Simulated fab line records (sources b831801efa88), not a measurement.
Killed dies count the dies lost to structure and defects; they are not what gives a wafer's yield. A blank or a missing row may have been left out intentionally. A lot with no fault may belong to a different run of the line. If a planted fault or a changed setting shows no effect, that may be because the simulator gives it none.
Which tool did it? / flow sfq_line / 7 lots, 21 wafers sampled, at 1 step of a route of 325

WHAT THE GAUGES SHOWED, per wafer
SFQ_I4_OVL_MEAS_928.
lot=L861; measured=day 50 14:07; on=overlay-01; I4_OVL (nm)=5 7 1
lot=L863; measured=day 51 08:13; on=overlay-02; I4_OVL (nm)=2 0 0
lot=L868; measured=day 51 18:49; on=overlay-02; I4_OVL (nm)=-10 7 -5
lot=L873; measured=day 52 06:22; on=overlay-01; I4_OVL (nm)=-3 -5 -1
lot=L875; measured=day 58 04:38; on=overlay-01; I4_OVL (nm)=0 8 2
lot=L878; measured=day 59 07:39; on=overlay-02; I4_OVL (nm)=4 -2 -2
lot=L882; measured=day 60 02:47; on=overlay-02; I4_OVL (nm)=-3 -9 -6

TOOL THAT RAN EACH LOT (tool first, then ch and the chambers of the sampled wafers, then the start)
Before these readings, the record contains no process step.

THE ANSWER, worked out from the rows above alone
Rule: usual is defined by the lots themselves. Put in order of their means at a reading, lots are off if they are a third of the lots or fewer, leave a main group of 4 or more, and stand apart from it by a gap of 3 or more times the standard deviation of the main group's means; of several such gaps the widest counts. Not used: any main group whose means are identical at the precision the tables above print for the reading. A lot without any number at a reading at which 4 lots or more have one is off too. Any other lot the step has rows for is counted as sound.
None of the lots is off at any reading shown; this tells nothing.

WHAT HAD BEEN PUT IN BY THE SIMULATOR
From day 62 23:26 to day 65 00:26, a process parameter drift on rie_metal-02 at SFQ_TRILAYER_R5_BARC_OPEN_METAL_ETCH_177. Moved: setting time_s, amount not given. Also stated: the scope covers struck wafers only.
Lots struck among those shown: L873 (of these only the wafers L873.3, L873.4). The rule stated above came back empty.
